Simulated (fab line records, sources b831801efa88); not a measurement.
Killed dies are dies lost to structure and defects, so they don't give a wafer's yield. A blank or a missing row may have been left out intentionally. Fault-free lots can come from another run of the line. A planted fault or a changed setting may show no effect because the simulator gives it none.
Comparing a struck lot with a sound one :: flow sky130 :: 15 out of 708 route steps
Sound: the wafers L230.3, L230.4, L230.5. Struck: wafer L224.5 (L224.1, L224.4, from the same lot, were not struck and are left out); the cause is given at the end.
For every step that has rows: the tool of each side, followed by ch and its chambers, followed by its first start. Under that, the readings that differ: sound wafers :: struck wafers :: difference of the means :: sigmas: that difference in standard deviations of wafers without a fault.
alike: readings with means less than 2 such deviations apart, plus words and numbers identical on both sides. not compared: withheld readings, readings lacking a value on some wafer, bounds such as >300 that could conceal the same value, and numbers that have no deviation in the record and whose values overlap.
The two part at a step that has a row with sigmas, a row that says differs or no value, or rows on one side only. When numbers do not overlap yet have no deviation, they are printed without sigmas and do not part them. A reading that every wafer of one side lacks parts them only if that side has two wafers or more.

first, 1 step without rows for these wafers: SKY_VT_ADJUST_NCORE_DEVELOP_06 (develop time 60 s).
SKY_VT_ADJUST_NCORE_CD_MEAS_07 targets a cd of 380 nm.
  struck on cd sem-01, day 11 16:40; sound on cd sem-02, day 13 16:07
  alike: cd nm
SKY_VT_ADJUST_NCORE_OVL_MEAS_08:
  struck on overlay-01, day 11 16:47; sound on overlay-02, day 13 16:12
  alike: VT_ADJUST_NCORE_OVL
after that, 1 step had no rows for these wafers: SKY_VT_ADJUST_NCORE_IMPLANT_09.
SKY_VT_ADJUST_NCORE_STRIP_10: strips in O2/N2.
  sound on plasma asher-03 ch 0,1, day 13 16:25; struck on plasma asher-04 ch 1, day 11 16:59
  alike: drypump motor current A, oes product au, strip time to endpoint s
  not compared: rf hours counter h
SKY_VT_ADJUST_NCORE_TW_MEAS_11:
  struck on film metro-03, day 11 17:05; sound on film metro-04, day 13 16:29
reading: VT_ADJUST_NCORE_TW
sound: 222 221 222
struck: 214
difference: -8
sigmas: -2
then, 6 steps without rows for these wafers: SKY_VT_ADJUST_HVTR_DEHYDRATE_00 (time 60 s); SKY_VT_ADJUST_HVTR_HMDS_01 (prime time 60 s); SKY_VT_ADJUST_HVTR_COAT_02 (resist thk 1140 nm); SKY_VT_ADJUST_HVTR_SOFTBAKE_03 (time 60 s); SKY_VT_ADJUST_HVTR_EXPOSE_04 (exposes mask HVTRM, target cd 380 nm); SKY_VT_ADJUST_HVTR_PEB_05.
SKY_VT_ADJUST_HVTR_DEVELOP_06: develop time 60 s.
  sound on litho track-03 ch 0, day 14 18:07; struck on litho track-02 ch 0, day 12 17:01
SKY_VT_ADJUST_HVTR_CD_MEAS_07 targets a cd of 380 nm.
  struck on cd sem-01, day 12 17:10; sound on cd sem-01, day 14 18:15
reading: cd nm (nm)
sound: 375.6 375.4 376.4
struck: 401.7
difference: +25.9
sigmas: +10
SKY_VT_ADJUST_HVTR_OVL_MEAS_08:
  struck on overlay-02, day 12 17:17; sound on overlay-01, day 14 18:20
  alike: VT_ADJUST_HVTR_OVL

WHERE THEY PART
Last at SKY_VT_ADJUST_HVTR_CD_MEAS_07 as far as this record goes, first at SKY_VT_ADJUST_NCORE_TW_MEAS_11. Later steps at which nothing parts them and some readings are alike: SKY_VT_ADJUST_HVTR_OVL_MEAS_08.

WHY: what had been put in by the simulator
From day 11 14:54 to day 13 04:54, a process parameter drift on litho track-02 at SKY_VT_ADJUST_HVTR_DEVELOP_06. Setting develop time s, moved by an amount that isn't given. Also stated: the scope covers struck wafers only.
